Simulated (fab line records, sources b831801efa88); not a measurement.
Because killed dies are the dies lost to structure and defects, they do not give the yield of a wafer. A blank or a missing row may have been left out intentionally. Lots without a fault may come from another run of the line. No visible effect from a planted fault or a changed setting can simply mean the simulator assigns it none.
fab line records -- flow sky130
[record] lots = 14, wafers = 42, lastDay = 50
route steps=708 shown POLY_GATE@232 LDD_N@254 LDD_LDN@297 POLY_CUT@315
lots with no fault: from the same line, run without faults
startH: hours from the record's first day to the start of the lot's first wafer shown -- waitH: how many hours have passed since the lot's step before this one -- " unchanged from the row above -- L1.1+2: one row covering several wafers at once -- - either no value or no given start -- * or withheld: withheld -- < > ~ a bound
route shown NAME@n: NAME is a module with steps in the file, n the number in the route of the first one -- usual: mean/standard deviation of fault-free wafers -- same: alike in all rows -- chamber/n: place in a boat -- sites: readings site by site -- _std_site: the standard deviation of these -- _edge_site: mean of outer sites minus mean of inner sites -- radiusMm: how far each site lies from the wafer's centre -- mask NAME#n: copy n -- behind: the most recent tool/chamber to have shaped the wafer -- hold: why the lot was held/for how many hours/how that ended -- device: transistor that didn't switch, given as n, p or np -- end of line: the same wafers' tests at the end of the route -- for a step that has no rows: nothing shown but its recipe -- killed: at the first sort, the dies lost to defects and structure; wafer yield is something else -- map: a wafer's dies, marking killed ones x, the rest . and places with no die _
set.NAME: the run value of the setting; set.NAME@STEP: its run value at that earlier step -- model.NAME: the simulator's own value behind a step, which no gauge read
the route's steps for a sample of lots (tables are steps, rows are wafers)
services: from which hour (startH, from the record's first day; less than 0 if before it) a tool's chamber was out of use, for how many hours, and why
[[steps]]
[step SKY_POLY_GATE_STRIP_18]
[recipe] chemistry = O2/N2, powerW = 1400, pressureMtorr = 1500, platenTempC = withheld, o2FlowSccm = 3000, n2FlowSccm = 300, overashFraction = 0.5
[usual] drypumpMotorCurrentA = 5.4/0.5, oesProductAu = 0.362/0.0049, stripTimeToEndpointS = 3.17/0.045
lot.wafer,tool,chamber,startH,waitH,drypumpMotorCurrentA,oesProductAu,rfHoursCounterH,stripTimeToEndpointS
L485.1,plasmaAsher-02,1,389.50,0.0,4.7,0.365,73,3.19
L485.4,plasmaAsher-02,0,389.50,0.0,5.3,0.354,-,3.11
L485.6,plasmaAsher-02,1,389.50,0.0,4.7,0.357,-,3.24
L487.1,plasmaAsher-02,0,416.38,0.0,5.2,0.361,75,3.22
L487.2,plasmaAsher-02,1,416.38,0.0,4.7,0.373,75,3.17
L487.4,plasmaAsher-02,0,416.38,0.0,5.2,0.369,-,3.24
L489.2,plasmaAsher-03,1,423.30,0.0,5.7,0.364,30,3.16
L489.4,plasmaAsher-03,0,423.30,0.0,6.1,0.360,-,3.21
L489.5,plasmaAsher-03,1,423.30,0.0,5.7,0.359,-,3.12
L492.3,plasmaAsher-01,1,490.65,0.1,6.0,0.360,-,3.15
L492.4,plasmaAsher-01,0,490.65,0.1,5.7,0.364,-,3.14
L492.5,plasmaAsher-01,0,490.65,0.1,5.7,0.358,-,3.14
L496.2,plasmaAsher-02,1,495.49,0.0,4.7,0.358,80,3.17
L496.5,plasmaAsher-02,0,495.49,0.0,5.2,0.363,-,3.21
L496.6,plasmaAsher-02,1,495.49,0.0,4.7,0.362,-,3.20
L493.2,plasmaAsher-02,0,496.69,0.0,5.2,0.362,80,3.26
L493.3,plasmaAsher-02,1,496.69,0.0,4.8,0.361,-,3.17
L493.5,plasmaAsher-02,0,496.69,0.0,5.2,0.361,-,3.17
L498.1,plasmaAsher-03,0,498.34,0.0,6.1,0.369,39,3.19
L498.2,plasmaAsher-03,1,498.34,0.0,5.7,0.355,39,3.09
L498.3,plasmaAsher-03,1,498.34,0.0,5.6,0.363,-,3.11
L499.1,plasmaAsher-01,1,501.99,0.0,6.0,0.366,8,3.20
L499.3,plasmaAsher-01,0,501.99,0.0,5.6,0.360,-,3.24
L499.6,plasmaAsher-01,0,501.99,0.0,5.6,0.364,-,3.14
L500.2,plasmaAsher-02,1,510.33,0.0,4.7,0.368,82,3.21
L500.3,plasmaAsher-02,1,510.33,0.0,4.7,0.362,-,3.19
L500.5,plasmaAsher-02,1,510.33,0.0,4.7,0.354,-,3.11
L502.1,plasmaAsher-02,1,535.04,0.0,4.7,0.365,84,3.17
L502.2,plasmaAsher-02,0,535.04,0.0,5.2,0.376,84,3.24
L502.5,plasmaAsher-02,0,535.04,0.0,5.2,0.360,-,3.20
L503.2,plasmaAsher-02,0,538.03,0.0,5.2,0.355,85,3.10
L503.3,plasmaAsher-02,1,538.03,0.0,4.7,0.366,-,3.24
L503.4,plasmaAsher-02,0,538.03,0.0,5.2,0.368,-,3.24
L504.3,plasmaAsher-02,1,539.92,0.1,4.7,0.354,-,3.16
L504.4,plasmaAsher-02,0,539.92,0.1,5.2,0.363,-,3.13
L504.5,plasmaAsher-02,0,539.92,0.1,5.2,0.356,-,3.11
L505.1,plasmaAsher-01,0,550.69,0.0,5.6,0.366,12,3.12
L505.3,plasmaAsher-01,1,550.69,0.0,6.0,0.363,-,3.17
L505.5,plasmaAsher-01,1,550.69,0.0,6.0,0.351,-,3.12
L507.2,plasmaAsher-02,0,567.68,0.0,5.2,0.362,88,3.19
L507.5,plasmaAsher-02,0,567.68,0.0,5.2,0.356,-,3.18
L507.6,plasmaAsher-02,1,567.68,0.0,4.7,0.364,-,3.19
[step SKY_LDD_N_TW_MEAS_17]
[usual] LDD_N_TW = 2616/25
lot.wafer,tool,chamber,startH,waitH,LDD_N_TW
L485.1,filmMetro-01,-,421.16,0.1,2641
L485.4,filmMetro-01,-,421.16,0.1,2645
L485.6,filmMetro-01,-,421.16,0.1,2640
L487.1,filmMetro-02,-,448.99,0.1,2591
L487.2,filmMetro-02,-,448.99,0.1,2585
L487.4,filmMetro-02,-,448.99,0.1,2600
L489.2,filmMetro-01,-,458.75,0.1,2646
L489.4,filmMetro-01,-,458.75,0.1,2627
L489.5,filmMetro-01,-,458.75,0.1,2638
L492.3,filmMetro-03,-,523.58,0.1,2604
L492.4,filmMetro-03,-,523.58,0.1,2593
L492.5,filmMetro-03,-,523.58,0.1,2594
L496.2,filmMetro-03,-,530.73,0.1,2622
L496.5,filmMetro-03,-,530.73,0.1,2626
L496.6,filmMetro-03,-,530.73,0.1,2619
L493.2,filmMetro-02,-,531.03,0.1,2578
L493.3,filmMetro-02,-,531.03,0.1,2579
L493.5,filmMetro-02,-,531.03,0.1,2569
L498.1,filmMetro-01,-,531.89,0.1,2636
L498.2,filmMetro-01,-,531.89,0.1,2627
L498.3,filmMetro-01,-,531.89,0.1,2634
L499.1,filmMetro-02,-,536.16,0.1,2583
L499.3,filmMetro-02,-,536.16,0.1,2569
L499.6,filmMetro-02,-,536.16,0.1,2582
L500.2,filmMetro-01,-,542.98,0.1,2635
L500.3,filmMetro-01,-,542.98,0.1,2636
L500.5,filmMetro-01,-,542.98,0.1,2629
L502.1,filmMetro-01,-,567.16,0.1,2629
L502.2,filmMetro-01,-,567.16,0.1,2638
L502.5,filmMetro-01,-,567.16,0.1,2653
L503.2,filmMetro-01,-,571.32,0.1,2633
L503.3,filmMetro-01,-,571.32,0.1,2627
L503.4,filmMetro-01,-,571.32,0.1,2628
L504.3,filmMetro-02,-,572.41,0.1,2603
L504.4,filmMetro-02,-,572.41,0.1,2586
L504.5,filmMetro-02,-,572.41,0.1,2608
L505.1,filmMetro-03,-,583.74,0.1,2614
L505.3,filmMetro-03,-,583.74,0.1,2626
L505.5,filmMetro-03,-,583.74,0.1,2634
L507.2,filmMetro-02,-,599.37,0.1,2587
L507.5,filmMetro-02,-,599.37,0.1,2588
L507.6,filmMetro-02,-,599.37,0.1,2584
[step SKY_LDD_LDN_IMPLANT_08]
[recipe] species = As, energyKev = 15, doseCm2 = 1.25e+13, tiltDeg = withheld, rotationDeg = 23
[usual] beamEnergyKeV = 15.000/0.0047, beamOnS = 10.01/0.2
lot.wafer,tool,chamber,startH,waitH,beamEnergyKeV,beamOnS
L485.1,implanter-03,0,542.31,0.0,14.999,9.87
L485.4,implanter-03,0,542.31,0.0,14.994,9.82
L485.6,implanter-03,0,542.31,0.0,14.993,9.78
L487.1,implanter-04,0,570.07,0.0,14.999,10.06
L487.2,implanter-04,0,570.07,0.0,15.001,10.10
L487.4,implanter-04,0,570.07,0.0,15.004,9.77
L489.2,implanter-01,0,578.94,0.0,14.999,9.96
L489.4,implanter-01,0,578.94,0.0,14.997,9.98
L489.5,implanter-01,0,578.94,0.0,14.999,10.29
L492.3,implanter-03,0,642.12,0.1,15.000,10.31
L492.4,implanter-03,0,642.12,0.1,14.996,9.92
L492.5,implanter-03,0,642.12,0.1,15.007,9.92
L496.2,implanter-04,-,648.14,0.0,-,-
L496.5,implanter-04,-,648.14,0.0,-,-
L496.6,implanter-04,-,648.14,0.0,-,-
L493.2,implanter-03,-,648.19,0.1,-,-
L493.3,implanter-03,-,648.19,0.1,-,-
L493.5,implanter-03,-,648.19,0.1,-,-
L498.1,implanter-01,0,648.44,0.0,14.998,10.13
L498.2,implanter-01,0,648.44,0.0,15.007,9.99
L498.3,implanter-01,0,648.44,0.0,15.007,9.76
L499.1,implanter-03,0,652.42,0.0,15.003,9.98
L499.3,implanter-03,0,652.42,0.0,15.002,10.06
L499.6,implanter-03,0,652.42,0.0,14.994,9.58
L500.2,implanter-04,0,658.56,0.0,15.000,9.84
L500.3,implanter-04,0,658.56,0.0,14.996,10.61
L500.5,implanter-04,0,658.56,0.0,15.007,9.84
L502.1,implanter-04,0,681.74,0.0,15.000,10.06
L502.2,implanter-04,0,681.74,0.0,14.992,9.97
L502.5,implanter-04,0,681.74,0.0,14.999,10.20
L503.2,implanter-04,0,685.36,0.0,15.005,10.09
L503.3,implanter-04,0,685.36,0.0,14.998,10.10
L503.4,implanter-04,0,685.36,0.0,15.002,9.98
L504.3,implanter-04,0,687.84,0.1,15.008,9.98
L504.4,implanter-04,0,687.84,0.1,15.000,10.11
L504.5,implanter-04,0,687.84,0.1,15.001,9.65
L505.1,implanter-01,0,698.06,0.0,15.001,9.70
L505.3,implanter-01,0,698.06,0.0,14.993,9.85
L505.5,implanter-01,0,698.06,0.0,14.997,10.38
L507.2,implanter-04,0,712.49,0.0,14.995,10.05
L507.5,implanter-04,0,712.49,0.0,14.996,10.15
L507.6,implanter-04,0,712.49,0.0,14.994,10.02
[step SKY_LDD_LDN_TW_MEAS_13]
[usual] LDD_LDN_TW = 1496/14
lot.wafer,tool,chamber,startH,waitH,hold,LDD_LDN_TW
L485.1,filmMetro-03,-,543.01,0.1,-,1504
L485.4,filmMetro-03,-,543.01,0.1,-,1502
L485.6,filmMetro-03,-,543.01,0.1,-,1510
L487.1,filmMetro-01,-,570.77,0.1,-,1512
L487.2,filmMetro-01,-,570.77,0.1,-,1509
L487.4,filmMetro-01,-,570.77,0.1,-,1506
L489.2,filmMetro-02,-,579.63,0.1,-,1476
L489.4,filmMetro-02,-,579.63,0.1,-,1484
L489.5,filmMetro-02,-,579.63,0.1,-,1476
L492.3,filmMetro-02,-,642.89,0.2,-,1480
L492.4,filmMetro-02,-,642.89,0.2,-,1480
L492.5,filmMetro-02,-,642.89,0.2,-,1489
L496.2,filmMetro-03,-,648.83,0.1,awaitDispo/0.2h/release,1376
L496.5,filmMetro-03,-,648.83,0.1,awaitDispo/0.2h/release,1378
L496.6,filmMetro-03,-,648.83,0.1,awaitDispo/0.2h/release,1378
L496.2,filmMetro-03,-,649.06,0.2,-,1384
L496.5,filmMetro-03,-,649.06,0.2,-,1383
L496.6,filmMetro-03,-,649.06,0.2,-,1378
L498.1,filmMetro-03,-,649.14,0.1,-,1505
L498.2,filmMetro-03,-,649.14,0.1,-,1498
L498.3,filmMetro-03,-,649.14,0.1,-,1505
L493.2,filmMetro-03,-,649.45,0.1,awaitDispo/0.2h/release,1372
L493.3,filmMetro-03,-,649.45,0.1,awaitDispo/0.2h/release,1376
L493.5,filmMetro-03,-,649.45,0.1,awaitDispo/0.2h/release,1382
L493.2,filmMetro-03,-,649.76,0.3,-,1376
L493.3,filmMetro-03,-,649.76,0.3,-,1378
L493.5,filmMetro-03,-,649.76,0.3,-,1374
L499.1,filmMetro-03,-,653.12,0.1,-,1512
L499.3,filmMetro-03,-,653.12,0.1,-,1496
L499.6,filmMetro-03,-,653.12,0.1,-,1500
L500.2,filmMetro-02,-,659.25,0.1,-,1484
L500.3,filmMetro-02,-,659.25,0.1,-,1484
L500.5,filmMetro-02,-,659.25,0.1,-,1481
L502.1,filmMetro-03,-,682.44,0.1,-,1499
L502.2,filmMetro-03,-,682.44,0.1,-,1493
L502.5,filmMetro-03,-,682.44,0.1,-,1501
L503.2,filmMetro-02,-,686.05,0.1,-,1481
L503.3,filmMetro-02,-,686.05,0.1,-,1480
L503.4,filmMetro-02,-,686.05,0.1,-,1473
L504.3,filmMetro-03,-,688.51,0.1,-,1499
L504.4,filmMetro-03,-,688.51,0.1,-,1495
L504.5,filmMetro-03,-,688.51,0.1,-,1500
L505.1,filmMetro-03,-,698.76,0.1,-,1510
L505.3,filmMetro-03,-,698.76,0.1,-,1506
L505.5,filmMetro-03,-,698.76,0.1,-,1504
L507.2,filmMetro-02,-,713.18,0.1,-,1481
L507.5,filmMetro-02,-,713.18,0.1,-,1478
L507.6,filmMetro-02,-,713.18,0.1,-,1478
[step SKY_POLY_CUT_CD_MEAS_08]
[recipe] targetCdNm = 270
[usual] cdNm = 269.9/1.3
lot.wafer,tool,chamber,startH,waitH,cdNm
L485.1,cdSem-02,-,575.44,-,270.1
L485.4,cdSem-02,-,575.44,-,270.0
L485.6,cdSem-02,-,575.44,-,268.6
L487.1,cdSem-02,-,602.13,-,269.8
L487.2,cdSem-02,-,602.13,-,269.2
L487.4,cdSem-02,-,602.13,-,270.3
L489.2,cdSem-02,-,609.90,-,268.6
L489.4,cdSem-02,-,609.90,-,269.3
L489.5,cdSem-02,-,609.90,-,268.4
L492.3,cdSem-01,-,673.18,-,271.4
L492.4,cdSem-01,-,673.18,-,271.5
L492.5,cdSem-01,-,673.18,-,272.8
L498.1,cdSem-02,-,680.39,-,271.3
L498.2,cdSem-02,-,680.39,-,270.1
L498.3,cdSem-02,-,680.39,-,270.6
L499.1,cdSem-01,-,682.38,-,271.7
L499.3,cdSem-01,-,682.38,-,271.8
L499.6,cdSem-01,-,682.38,-,272.0
L500.2,cdSem-02,-,689.44,-,269.4
L500.3,cdSem-02,-,689.44,-,270.3
L500.5,cdSem-02,-,689.44,-,269.3
L502.1,cdSem-02,-,713.72,-,268.3
L502.2,cdSem-02,-,713.72,-,269.5
L502.5,cdSem-02,-,713.72,-,269.6
L503.2,cdSem-01,-,715.59,-,272.2
L503.3,cdSem-01,-,715.59,-,271.8
L503.4,cdSem-01,-,715.59,-,271.7
L504.3,cdSem-02,-,717.93,-,269.7
L504.4,cdSem-02,-,717.93,-,270.9
L504.5,cdSem-02,-,717.93,-,269.6
L505.1,cdSem-02,-,727.42,-,270.0
L505.3,cdSem-02,-,727.42,-,270.6
L505.5,cdSem-02,-,727.42,-,271.4
L507.2,cdSem-02,-,741.69,-,269.5
L507.5,cdSem-02,-,741.69,-,268.5
L507.6,cdSem-02,-,741.69,-,269.0
[[services]]
tool,chamber,startH,hours,kind
plasmaAsher-01,-,375.22,3.1,repair
implanter-04,-,390.61,2.3,repair
plasmaAsher-02,-,402.26,2.8,pm
implanter-03,-,416.64,1.2,repair
plasmaAsher-03,-,419.41,0.7,repair
plasmaAsher-01,-,421.25,9.0,pm
plasmaAsher-01,0,421.25,9.0,ventCycle
plasmaAsher-01,1,421.25,9.0,ventCycle
plasmaAsher-01,0,430.25,-,clean
plasmaAsher-01,1,430.25,-,clean
implanter-03,-,441.38,4.5,pm
plasmaAsher-02,-,443.33,38.4,repair
implanter-03,-,472.24,4.1,repair
implanter-04,-,477.14,3.3,pm
implanter-04,-,491.10,1.2,repair
implanter-03,-,564.79,2.8,pm
[[key]]
[firstSign] step = SKY_LDD_LDN_IMPLANT_08, reading = toolRecord, direction = missing
[effect] step = SKY_LDD_LDN_TW_MEAS_13, reading = visit, direction = added
[effect] step = SKY_LDD_LDN_TW_MEAS_13, reading = LDD_LDN_TW, direction = down, sigmas = 8.6, usual = 1496, struck = 1377
metAt SKY_LDD_LDN_IMPLANT_08
struckLots L493,L496
laterRowsLeftOut L493.2,L493.3,L493.5,L496.2,L496.5,L496.6
sortLeftOut L493.2,L493.3,L493.5,L496.2,L496.5,L496.6
testerLeftOut L493,L496
notActingAt SKY_POLY_GATE_STRIP_18,SKY_LDD_N_TW_MEAS_17,SKY_POLY_CUT_CD_MEAS_08
onsetBetween 642.12 648.14
[fault] kind = skippedStepWhole, tool = implanter-03,implanter-04, chamber = -, onsetH = 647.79, steps = SKY_LDD_LDN_IMPLANT_08, scope = struckLotsOnly
// testerLeftOut: of these lots the tester's yield and bins aren't shown, on N5 and GAA mostly nor the transistor test; their killed dies are dies lost to structure and defects alone, not to doping, threshold or leakage, so they don't give the yield
// sortLeftOut: the simulated sort isn't trusted on such a fault, so these wafers' sort isn't shown, and their yield isn't known
// laterRowsLeftOut: the simulator's readings of these wafers behind a module that went badly wrong aren't trusted and aren't shown, but for the sort
